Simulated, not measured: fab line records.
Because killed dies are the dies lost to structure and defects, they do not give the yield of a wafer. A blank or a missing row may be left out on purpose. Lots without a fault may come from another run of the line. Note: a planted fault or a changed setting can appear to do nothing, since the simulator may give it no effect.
One fault through the eyes of 2 desks ; flow gf180mcu ; each desk has only its own numbers; what lay behind them comes last

METROLOGY DESK
What the gauges read, lot by lot, whatever tool the lot ran on: means of the sampled wafers that have a number. The brackets show how far a lot's mean lies from the usual mean; more than 4 standard deviations puts the lot out of limits, marked OUT.
Columns: A = M4_ALCU_RS at GF_M4_RS_MEAS_05, usual 0.0696 ohm/sq; B = M4_ALCU_THK at GF_M4_THK_MEAS_06, usual 455 nm; C = MIM_ALCU_RS at GF_MIM_RS_MEAS_10, usual 0.1599 ohm/sq; D = V5_CVD_00_THK at GF_V5_THK_MEAS_01, usual 299 nm
lot;first seen here;A;B;C;D
L579;day 22 13:20;0.0702;447;0.1584;292
L581;day 23 13:04;0.0694;453;0.1594;297
L582;day 23 23:28;0.0694;453;0.1605;295
L583;day 24 04:38;0.0701;449;0.1626;298
L589;day 26 14:02;0.0586 (-17) OUT;591 (+23) OUT;0.1596;304
L594;day 27 21:53;0.0690;457;0.1615;298
L596;day 28 08:46;0.0694;453;0.1579;294
L597;day 28 17:13;0.0695;462;0.1585;301
L598;day 28 21:40;0.0699;460;0.1579;303
L600;day 29 13:00;0.0694;460;0.1628;295
L602;day 29 21:09;0.0687;459;0.1608;299
This desk finds L589 out of limits, with the earliest case on L589 at day 26 14:02 (M4_ALCU_RS at GF_M4_RS_MEAS_05). In limits: L579, L581, L582, L583, L594, L596, L597, L598, L600, L602.

TOOL OWNER'S DESK, pvd sputter-02
The tool's own readings at GF_M4_SPUTTER_02 (material AlCu, target thk 450 nm, time 23.9 s): means of the sampled wafers that have a number, for each lot that ran on this tool. The brackets show how far a lot's mean lies from the usual mean; more than 4 standard deviations puts the lot out of limits, marked OUT.
Columns: A = throttle valve pct at GF_M4_SPUTTER_02, usual 29.9 %
lot;first seen here;A
L583;day 24 04:31;29.9
L589;day 26 13:55;29.5
Finding of this desk: none of the 2 lots has anything out of limits.

TAKEN TOGETHER
An alarm was possible from the metrology desk at day 26 14:02, on L589.
The desk of the tool owner found nothing out of limits.
On record at the tool owner's desk: L589, within its limits.
All the named lots went through GF_M4_SPUTTER_02 on pvd sputter-02.

WHAT THE SIMULATOR PUT IN
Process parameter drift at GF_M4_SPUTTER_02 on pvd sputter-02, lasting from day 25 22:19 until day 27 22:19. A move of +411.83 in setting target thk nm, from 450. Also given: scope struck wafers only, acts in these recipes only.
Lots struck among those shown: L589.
Hours from the fault's start to each desk's first reading out of limits: the metrology desk, 16.
